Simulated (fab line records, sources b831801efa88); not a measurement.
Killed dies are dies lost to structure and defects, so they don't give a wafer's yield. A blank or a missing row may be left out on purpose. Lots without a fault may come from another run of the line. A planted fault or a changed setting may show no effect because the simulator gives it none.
One fault seen from 2 desks | flow gf180mcu | each desk has only its own numbers; what lay behind them comes last

THE METROLOGY DESK
What the gauges read, lot by lot, whatever tool the lot ran on: means of the sampled wafers that have a number. A lot is out of limits, marked OUT, if its mean lies more than 4 standard deviations from the usual mean; the brackets give that distance.
Columns: A = cd_nm at GF_V1_CD_MEAS_14, usual 259.9 nm; B = V1_OVL at GF_V1_OVL_MEAS_15, usual -3 nm; C = cd_nm at GF_M2_CD_MEAS_14, usual 279.9 nm
lot  | first seen here | A     | B   | C
L896 | day 18 02:37    | 258.6 | -15 | 282.5
L897 | day 18 17:11    | 260.1 | 5   | 279.3
L898 | day 18 20:34    | 260.4 | -11 | 280.4
L899 | day 19 10:05    | 260.5 | -1  | 280.2
L901 | day 20 04:51    | 258.9 | -3  | 280.6
L903 | day 20 21:55    | 260.5 | 1   | 279.7
L904 | day 21 08:04    | 260.1 | -2  | 279.8
L905 | day 21 09:59    | 261.9 | 7   | 279.6
L908 | day 22 20:52    | 260.4 | -1  | 278.8
L909 | day 23 06:42    | 260.9 | -2  | 276.0
L912 | day 24 08:44    | 261.4 | -4  | 289.7 (+6.5) OUT
L913 | day 24 13:45    | 260.2 | -8  | 281.2
L915 | day 25 00:27    | 259.1 | 0   | 290.3 (+6.9) OUT
This desk's finding: out of limits on L912, L915; first on L912, day 25 07:58 (cd_nm at GF_M2_CD_MEAS_14). In limits: L896, L897, L898, L899, L901, L903, L904, L905, L908, L909, L913.

THE TOOL OWNER'S DESK: krf_scanner-01
The tool's own readings at GF_M2_EXPOSE_11 (exposes mask Metal2, target cd 280 nm): means of the sampled wafers that have a number, for each lot that ran on this tool. A lot is out of limits, marked OUT, if its mean lies more than 4 standard deviations from the usual mean; the brackets give that distance.
Columns: A = exposure_dose_mJ_cm2 at GF_M2_EXPOSE_11, usual 27.991
lot  | first seen here | A
L896 | day 18 16:26    | 27.975
L897 | day 19 06:50    | 27.992
L903 | day 21 11:20    | 27.983
L904 | day 21 21:59    | 27.995
L905 | day 22 00:26    | 27.971
L912 | day 24 21:50    | 25.893 (-87) OUT
L915 | day 25 12:36    | 26.284 (-71) OUT
This desk's finding: out of limits on L912, L915; first on L912, day 24 21:50 (exposure_dose_mJ_cm2 at GF_M2_EXPOSE_11). In limits: L896, L897, L903, L904, L905.

PUT TOGETHER
The tool owner's desk could have raised an alarm at day 24 21:50, on L912, L915.
The metrology desk could have raised an alarm at day 25 07:58, on L912, L915.
Of the lots named, all ran GF_M2_EXPOSE_11 on krf_scanner-01.

WHAT THE SIMULATOR HAD PUT IN
Process parameter drift: krf_scanner-01, from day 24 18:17 on, at GF_M2_EXPOSE_11. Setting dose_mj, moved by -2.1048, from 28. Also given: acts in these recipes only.
Lots struck among those shown: L912, L915.
Hours from the fault's start to each desk's first reading out of limits: the tool owner's desk, 4; the metrology desk, 14.
